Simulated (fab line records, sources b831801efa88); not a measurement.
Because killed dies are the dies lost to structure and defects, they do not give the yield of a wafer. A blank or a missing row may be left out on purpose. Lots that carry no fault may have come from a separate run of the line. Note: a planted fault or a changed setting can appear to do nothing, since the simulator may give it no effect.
fab line records	flow sky130	part 2 of 2: steps 27 to 37 of 37
record: lots: 5	wafers: 15	lastDay: 49
route steps=708 shown NWELL@65 PWDE@84 VT_ADJUST_HVTP@85 VT_ADJUST_LVTN@97
lots that met no fault: taken from a fault-free run of the same line
startH: hours from the record's opening day to when the first of the lot's shown wafers began	waitH: how many hours have passed since the lot's step before this one	" unchanged from the row above	L1.1+2: a row that stands for several wafers	- no value, or no start given	* or withheld: withheld	< > ~ a bound
route shown NAME@n: NAME is a module with steps in the file, n the number in the route of the first one	usual: the fault-free wafers' mean and standard deviation	same: alike in all rows	chamber/n: place in a boat	sites: per-site readings	_std_site: standard deviation of those values	_edge_site: outer sites' mean less inner sites'	radiusMm: how far each site lies from the wafer's centre	mask NAME#n: copy n	behind: the tool/chamber that last shaped the wafer	hold: the reason the lot was held/the length of the hold in hours/how it ended	device: whichever transistor did not switch (one of n, p or np)	end of line: the route-end tests of the same wafers	a step with no rows: only its recipe	killed: dies lost to structure and defects at the first sort, not the wafer's yield	map: shows each die of a wafer: x if killed, . if not, _ if none is there
set.NAME: the setting as run; set.NAME@STEP: as run at that earlier step	model.NAME: the simulator's own value behind a step, which no gauge read
lots at some steps of the route; a table a step, a row a wafer
services: from which hour (startH, from the record's first day; less than 0 if before it) a tool's chamber was out of use, for how many hours, and why
== steps ==
step: SKY_VT_ADJUST_HVTP_CD_MEAS_07
recipe: targetCdNm: 380
usual: cdNm: 380.1/2.6
lot.wafer	tool	chamber	startH	waitH	cdNm
L074.2	cdSem-01	-	123.66	0.1	379.9
L074.4	"	-	"	"	378.5
L074.5	"	-	"	"	379.7
L081.1	cdSem-01	-	172.69	0.1	376.4
L081.2	"	-	"	"	377.0
L081.4	"	-	"	"	375.9
L084.1	cdSem-02	-	189.99	0.1	380.9
L084.2	"	-	"	"	381.0
L084.4	"	-	"	"	380.3
L087.1	cdSem-01	-	202.99	0.1	373.9
L087.2	"	-	"	"	372.3
L087.4	"	-	"	"	376.0
L090.2	cdSem-01	-	227.56	0.1	380.3
L090.3	"	-	"	"	382.6
L090.5	"	-	"	"	380.8
step: SKY_VT_ADJUST_HVTP_OVL_MEAS_08
usual: VT_ADJUST_HVTP_OVL: 0.1/1.6
lot.wafer	tool	chamber	startH	waitH	VT_ADJUST_HVTP_OVL[nm]
L074.2	overlay-01	-	123.77	0.1	-0.7
L074.4	"	-	"	"	-1.4
L074.5	"	-	"	"	-1.8
L081.1	overlay-01	-	172.81	0.1	0.1
L081.2	"	-	"	"	1.1
L081.4	"	-	"	"	1.8
L084.1	overlay-01	-	190.11	0.1	-1.6
L084.2	"	-	"	"	-0.6
L084.4	"	-	"	"	-1.0
L087.1	overlay-02	-	203.11	0.1	-1.6
L087.2	"	-	"	"	-1.6
L087.4	"	-	"	"	-2.7
L090.2	overlay-02	-	227.67	0.1	-2.1
L090.3	"	-	"	"	-0.8
L090.5	"	-	"	"	-0.5
step: SKY_VT_ADJUST_HVTP_IMPLANT_09
recipe: species: As	energyKev: 150	doseCm2: 4.3e+12	tiltDeg: withheld
lot.wafer	tool	chamber	startH	waitH
L074.2+4+5	implanter-04	0	123.82	0.0
L081.1+2+4	implanter-03	0	172.85	0.0
L084.1+2+4	implanter-02	0	190.15	0.0
L087.1+2+4	implanter-03	0	203.21	0.1
L090.2+3+5	implanter-02	0	227.72	0.0
step: SKY_VT_ADJUST_HVTP_STRIP_10
recipe: chemistry: O2/N2	powerW: 1400	pressureMtorr: 1500	platenTempC: withheld	o2FlowSccm: 3000	n2FlowSccm: 300	overashFraction: 0.5
usual: drypumpMotorCurrentA: 6.0/0.51	o2FlowSccm: 2999/11	oesProductAu: 0.715/0.0046	stripTimeToEndpointS: 14.16/0.038
lot.wafer	tool	chamber	startH	waitH	drypumpMotorCurrentA	o2FlowSccm	oesProductAu	rfHoursCounterH	stripTimeToEndpointS
L074.2	plasmaAsher-04	0	123.95	0.1	6.2	3008	0.712	45	14.25
L074.4	"	1	"	"	6.7	2992	0.711	-	14.25
L074.5	"	1	"	"	6.7	2992	0.709	-	14.26
L081.1	plasmaAsher-04	1	173.00	0.1	6.7	2998	0.718	49	14.23
L081.2	"	0	"	"	6.2	2989	0.716	49	14.18
L081.4	"	1	"	"	6.7	3009	0.709	-	14.22
L084.1	plasmaAsher-03	0	190.30	0.1	5.2	2995	0.715	40	14.16
L084.2	"	1	"	"	6.3	2995	0.718	40	14.11
L084.4	"	1	"	"	6.3	2983	0.720	-	14.19
L087.1	plasmaAsher-03	1	203.36	0.1	6.3	2988	0.715	41	14.18
L087.2	"	0	"	"	5.2	3007	0.718	41	14.21
L087.4	"	0	"	"	5.2	2995	0.715	-	14.17
L090.2	plasmaAsher-02	0	227.85	0.1	5.6	3004	0.713	55	14.15
L090.3	"	0	"	"	5.6	3019	0.708	-	14.14
L090.5	"	0	"	"	5.6	3006	0.715	-	14.15
step: SKY_VT_ADJUST_HVTP_TW_MEAS_11
usual: VT_ADJUST_HVTP_TW: 1357/6.7
lot.wafer	tool	chamber	startH	waitH	VT_ADJUST_HVTP_TW
L074.2	filmMetro-02	-	124.06	0.1	1375
L074.4	"	-	"	"	1356
L074.5	"	-	"	"	1360
L081.1	filmMetro-03	-	173.10	0.1	1354
L081.2	"	-	"	"	1356
L081.4	"	-	"	"	1363
L084.1	filmMetro-02	-	190.40	0.1	1367
L084.2	"	-	"	"	1357
L084.4	"	-	"	"	1365
L087.1	filmMetro-01	-	203.46	0.1	1357
L087.2	"	-	"	"	1349
L087.4	"	-	"	"	1363
L090.2	filmMetro-02	-	227.96	0.1	1350
L090.3	"	-	"	"	1351
L090.5	"	-	"	"	1351
step: SKY_VT_ADJUST_LVTN_DEHYDRATE_00
recipe: tempC: 200	timeS: 60
usual: exhaustPa: 45.0/0.93
lot.wafer	tool	chamber	startH	waitH	exhaustPa
L074.2	lithoTrack-04	0	133.41	9.3	45.5
L074.4	"	0	"	"	44.3
L074.5	"	0	"	"	43.7
L081.1	lithoTrack-03	0	182.99	9.9	45.1
L081.2	"	0	"	"	46.5
L081.4	"	0	"	"	45.9
L084.1	lithoTrack-01	0	200.63	10.2	44.6
L084.2	"	0	"	"	45.9
L084.4	"	0	"	"	44.4
L087.1	lithoTrack-03	0	213.04	9.6	46.1
L087.2	"	0	"	"	44.1
L087.4	"	0	"	"	45.0
L090.2	lithoTrack-01	0	238.40	10.4	46.9
L090.3	"	0	"	"	46.3
L090.5	"	0	"	"	46.0
step: SKY_VT_ADJUST_LVTN_HMDS_01
recipe: primeTimeS: 60	primeTempC: 120
usual: exhaustPa: 45.3/0.88	primeTempC: 120.00/0.13
lot.wafer	tool	chamber	startH	waitH	exhaustPa	primeTempC
L074.2	lithoTrack-04	0	133.56	0.1	45.1	120.15
L074.4	"	0	"	"	46.8	119.82
L074.5	"	0	"	"	46.3	120.01
L081.1	lithoTrack-03	0	183.14	0.1	46.3	120.10
L081.2	"	0	"	"	45.3	120.16
L081.4	"	0	"	"	46.0	120.04
L084.1	lithoTrack-01	0	200.78	0.1	44.7	120.08
L084.2	"	0	"	"	44.1	120.12
L084.4	"	0	"	"	45.3	119.96
L087.1	lithoTrack-03	0	213.19	0.1	46.2	119.91
L087.2	"	0	"	"	45.2	120.01
L087.4	"	0	"	"	46.3	120.05
L090.2	lithoTrack-01	0	238.55	0.1	46.5	119.90
L090.3	"	0	"	"	47.1	119.91
L090.5	"	0	"	"	46.1	119.78
step: SKY_VT_ADJUST_LVTN_COAT_02
recipe: spinRpm: 2027	resistThkNm: 3000
usual: exhaustPa: 44.8/0.85
lot.wafer	tool	chamber	startH	waitH	exhaustPa
L074.2	lithoTrack-04	0	133.71	0.1	43.7
L074.4	"	0	"	"	44.7
L074.5	"	0	"	"	43.5
L081.1	lithoTrack-03	0	183.29	0.1	44.3
L081.2	"	0	"	"	44.7
L081.4	"	0	"	"	44.1
L084.1	lithoTrack-01	0	200.93	0.1	45.0
L084.2	"	0	"	"	44.5
L084.4	"	0	"	"	44.8
L087.1	lithoTrack-03	0	213.34	0.1	44.1
L087.2	"	0	"	"	44.2
L087.4	"	0	"	"	43.9
L090.2	lithoTrack-01	0	238.70	0.1	45.2
L090.3	"	0	"	"	45.1
L090.5	"	0	"	"	46.7
step: SKY_VT_ADJUST_LVTN_SOFTBAKE_03
recipe: tempC: 110	timeS: withheld
usual: exhaustPa: 45.0/0.83
lot.wafer	tool	chamber	startH	waitH	exhaustPa
L074.2	lithoTrack-04	0	133.87	0.1	44.6
L074.4	"	0	"	"	45.0
L074.5	"	0	"	"	44.8
L081.1	lithoTrack-03	0	183.44	0.1	43.2
L081.2	"	0	"	"	44.8
L081.4	"	0	"	"	45.0
L084.1	lithoTrack-01	0	201.08	0.1	44.7
L084.2	"	0	"	"	44.5
L084.4	"	0	"	"	45.2
L087.1	lithoTrack-03	0	213.49	0.1	46.3
L087.2	"	0	"	"	45.9
L087.4	"	0	"	"	45.6
L090.2	lithoTrack-01	0	238.86	0.1	44.4
L090.3	"	0	"	"	45.5
L090.5	"	0	"	"	46.1
step: SKY_VT_ADJUST_LVTN_EXPOSE_04
recipe: maskId: NWM_COMPLEMENT_LESS_NATIVE	na: 0.6	sourceShape: conventional	sigmaOuter: 0.6	polarization: unpolarized	targetCdNm: 840	doseMj: 194
lot.wafer	tool	chamber	startH	waitH	mask
L074.2+4+5	ilineStepper-01	0	-	-	NWM_COMPLEMENT_LESS_NATIVE#0
L081.1+2+4	ilineStepper-02	0	-	-	NWM_COMPLEMENT_LESS_NATIVE#0
L084.1+2+4	ilineStepper-01	0	-	-	NWM_COMPLEMENT_LESS_NATIVE#0
L087.1+2+4	ilineStepper-01	0	-	-	NWM_COMPLEMENT_LESS_NATIVE#0
L090.2+3+5	ilineStepper-01	0	-	-	NWM_COMPLEMENT_LESS_NATIVE#0
step: SKY_VT_ADJUST_LVTN_PEB_05
recipe: tempC: 115	timeS: withheld
usual: exhaustPa: 45.2/0.96
lot.wafer	tool	chamber	startH	waitH	exhaustPa
L074.2	lithoTrack-03	0	-	-	44.2
L074.4	"	0	"	"	45.0
L074.5	"	0	"	"	45.1
L081.1	lithoTrack-04	0	-	-	45.3
L081.2	"	0	"	"	43.7
L081.4	"	0	"	"	44.4
L084.1	lithoTrack-01	0	-	-	46.8
L084.2	"	0	"	"	45.8
L084.4	"	0	"	"	43.5
L087.1	lithoTrack-04	0	-	-	44.1
L087.2	"	0	"	"	44.2
L087.4	"	0	"	"	43.4
L090.2	lithoTrack-04	0	-	-	44.8
L090.3	"	0	"	"	45.0
L090.5	"	0	"	"	44.0
== services ==
tool	chamber	startH	hours	kind
implanter-02	-	69.51	1.1	repair
ilineStepper-01	-	72.32	2.1	pm
ilineStepper-01	-	74.40	-	consumableReplace:lamp
implanter-03	-	75.70	9.5	repair
implanter-03	-	92.96	6.5	repair
plasmaAsher-01	-	98.40	7.9	repair
plasmaAsher-04	-	106.46	3.0	repair
plasmaAsher-01	-	108.75	9.0	pm
plasmaAsher-02	-	110.00	3.7	repair
implanter-01	-	129.07	2.6	repair
ilineStepper-02	-	136.36	16.7	repair
ilineStepper-01	-	140.05	1.1	repair
plasmaAsher-01	-	144.53	1.3	repair
ilineStepper-01	-	154.93	1.7	pm
implanter-03	-	166.84	2.1	repair
plasmaAsher-03	-	179.08	1.6	repair
ilineStepper-02	-	189.29	1.7	pm
implanter-03	-	190.77	5.8	pm
ilineStepper-01	0	213.28	-	calibration
plasmaAsher-04	-	219.28	1.8	repair
plasmaAsher-02	-	220.40	2.8	pm
implanter-01	-	233.90	2.8	pm
implanter-04	-	241.78	3.6	repair
implanter-02	-	245.02	18.9	repair
